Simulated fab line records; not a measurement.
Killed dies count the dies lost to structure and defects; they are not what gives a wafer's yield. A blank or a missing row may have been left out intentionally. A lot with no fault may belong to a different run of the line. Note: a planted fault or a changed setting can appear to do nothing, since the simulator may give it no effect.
Split-lot experiment || flow sky130 || 23 wafers read across 5 lots, on a route 708 steps long

## SPLIT DETAILS
At SKY_FIELD_ISO_ETCH_17 (etches Si in HBr/Cl2/O2, target depth 342 nm, time 97.7 s), the setting icp_w was moved away from the recipe's 600 W on 8 of the 23 wafers read, by -8.8% to +6.7%. For the rest of the wafers, this setting stayed at what the recipe calls for.

The split's own step is where the reading is taken.

## THE READING
FIELD_ISO.feature_depth_nm (the simulator's own value, which no gauge read), in nm, at SKY_FIELD_ISO_ETCH_17 (etches Si in HBr/Cl2/O2, target depth 342 nm, time 97.7 s). There is no usual value for it anywhere in the file. Average 342.6 nm, standard deviation 6.2 nm, over the 15 wafers here run with the recipe.

{"wafer": "L074.1", "tool, chamber at the split": "rie_si-02, 1", "icp_w as run, W": 547.4, "against the recipe": "-8.8%", "FIELD_ISO.feature_depth_nm, nm": 323.3, "against lot-mates on the recipe": -19.7}
{"wafer": "L074.2", "tool, chamber at the split": "rie_si-02, 3", "icp_w as run, W": 547.4, "against the recipe": "-8.8%", "FIELD_ISO.feature_depth_nm, nm": 327.9, "against lot-mates on the recipe": -15.1}
{"wafer": "L074.4", "tool, chamber at the split": "rie_si-02, 0", "icp_w as run, W": 600, "against the recipe": "recipe", "FIELD_ISO.feature_depth_nm, nm": 346.3, "against lot-mates on the recipe": "-"}
{"wafer": "L074.5", "tool, chamber at the split": "rie_si-02, 3", "icp_w as run, W": 547.4, "against the recipe": "-8.8%", "FIELD_ISO.feature_depth_nm, nm": 328.1, "against lot-mates on the recipe": -14.9}
{"wafer": "L074.6", "tool, chamber at the split": "rie_si-02, 2", "icp_w as run, W": 600, "against the recipe": "recipe", "FIELD_ISO.feature_depth_nm, nm": 339.6, "against lot-mates on the recipe": "-"}
{"wafer": "L078.1", "tool, chamber at the split": "rie_si-02, 1", "icp_w as run, W": 600, "against the recipe": "recipe", "FIELD_ISO.feature_depth_nm, nm": 337.2, "against lot-mates on the recipe": "-"}
{"wafer": "L078.2", "tool, chamber at the split": "rie_si-02, 2", "icp_w as run, W": 600, "against the recipe": "recipe", "FIELD_ISO.feature_depth_nm, nm": 336.8, "against lot-mates on the recipe": "-"}
{"wafer": "L078.3", "tool, chamber at the split": "rie_si-02, 3", "icp_w as run, W": 600, "against the recipe": "recipe", "FIELD_ISO.feature_depth_nm, nm": 347.8, "against lot-mates on the recipe": "-"}
{"wafer": "L078.5", "tool, chamber at the split": "rie_si-02, 1", "icp_w as run, W": 600, "against the recipe": "recipe", "FIELD_ISO.feature_depth_nm, nm": 336.9, "against lot-mates on the recipe": "-"}
{"wafer": "L078.6", "tool, chamber at the split": "rie_si-02, 2", "icp_w as run, W": 600, "against the recipe": "recipe", "FIELD_ISO.feature_depth_nm, nm": 338.3, "against lot-mates on the recipe": "-"}
{"wafer": "L080.1", "tool, chamber at the split": "rie_si-01, 0", "icp_w as run, W": 600, "against the recipe": "recipe", "FIELD_ISO.feature_depth_nm, nm": 345.5, "against lot-mates on the recipe": "-"}
{"wafer": "L080.3", "tool, chamber at the split": "rie_si-01, 1", "icp_w as run, W": 600, "against the recipe": "recipe", "FIELD_ISO.feature_depth_nm, nm": 353.8, "against lot-mates on the recipe": "-"}
{"wafer": "L080.6", "tool, chamber at the split": "rie_si-01, 3", "icp_w as run, W": 600, "against the recipe": "recipe", "FIELD_ISO.feature_depth_nm, nm": 352.1, "against lot-mates on the recipe": "-"}
{"wafer": "L082.1", "tool, chamber at the split": "rie_si-02, 0", "icp_w as run, W": 600, "against the recipe": "recipe", "FIELD_ISO.feature_depth_nm, nm": 339.5, "against lot-mates on the recipe": "-"}
{"wafer": "L082.3", "tool, chamber at the split": "rie_si-02, 2", "icp_w as run, W": 567.2, "against the recipe": "-5.5%", "FIELD_ISO.feature_depth_nm, nm": 324, "against lot-mates on the recipe": -12.6}
{"wafer": "L082.4", "tool, chamber at the split": "rie_si-02, 3", "icp_w as run, W": 600, "against the recipe": "recipe", "FIELD_ISO.feature_depth_nm, nm": 337.6, "against lot-mates on the recipe": "-"}
{"wafer": "L082.5", "tool, chamber at the split": "rie_si-02, 1", "icp_w as run, W": 600, "against the recipe": "recipe", "FIELD_ISO.feature_depth_nm, nm": 332.8, "against lot-mates on the recipe": "-"}
{"wafer": "L082.6", "tool, chamber at the split": "rie_si-02, 0", "icp_w as run, W": 567.2, "against the recipe": "-5.5%", "FIELD_ISO.feature_depth_nm, nm": 331.7, "against lot-mates on the recipe": -4.9}
{"wafer": "L085.1", "tool, chamber at the split": "rie_si-01, 3", "icp_w as run, W": 640.3, "against the recipe": "+6.7%", "FIELD_ISO.feature_depth_nm, nm": 360.4, "against lot-mates on the recipe": "+12.8"}
{"wafer": "L085.2", "tool, chamber at the split": "rie_si-01, 1", "icp_w as run, W": 640.3, "against the recipe": "+6.7%", "FIELD_ISO.feature_depth_nm, nm": 363, "against lot-mates on the recipe": "+15.4"}
{"wafer": "L085.4", "tool, chamber at the split": "rie_si-01, 2", "icp_w as run, W": 600, "against the recipe": "recipe", "FIELD_ISO.feature_depth_nm, nm": 348.1, "against lot-mates on the recipe": "-"}
{"wafer": "L085.5", "tool, chamber at the split": "rie_si-01, 2", "icp_w as run, W": 600, "against the recipe": "recipe", "FIELD_ISO.feature_depth_nm, nm": 347, "against lot-mates on the recipe": "-"}
{"wafer": "L085.6", "tool, chamber at the split": "rie_si-01, 1", "icp_w as run, W": 640.3, "against the recipe": "+6.7%", "FIELD_ISO.feature_depth_nm, nm": 361.5, "against lot-mates on the recipe": "+13.9"}

FIT RESULTS
A straight line over all 23 wafers: FIELD_ISO.feature_depth_nm changes by +2.31 nm for each +1% of icp_w; r = +0.87; the points scatter about the line by 5.8 nm.
The same after taking each lot's own level away (the mean of its wafers on the recipe; 23 wafers): +1.93 nm for each +1%; r = +0.93; scatter 3.3 nm.
That fit puts the effect of the largest move of icp_w on the reading at 17 nm.
The lots' own levels span 336.63 to 350.47 nm, that is 2.2 times the standard deviation above.
So the lot-to-lot level changes the slope: the two fits differ.
Check: with one of the wafers moved furthest among these (-8.8%) left out of the fit, the line predicts -15.8 nm for it against its lot-mates. It came out at -19.7 nm against them.

## FURTHER SPLITS ON THESE WAFERS
These wafers also went through other splits before the reading. Each is held against what the fit with the lots' levels taken away leaves over:
{"other split on the same wafers": "SKY_FIELD_ISO_OXIDATION_01 temp_c", "wafers away from the commonest value": 15, "r with FIELD_ISO.feature_depth_nm (lot level and that fit taken away)": "+0.05"}
{"other split on the same wafers": "SKY_FIELD_ISO_EXPOSE_10 dose_mj", "wafers away from the commonest value": 11, "r with FIELD_ISO.feature_depth_nm (lot level and that fit taken away)": -0.19}

## FILE'S OWN FIT
FIELD_ISO.feature_depth_nm changes by +1.9 nm for each +1% of icp_w, r = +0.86.
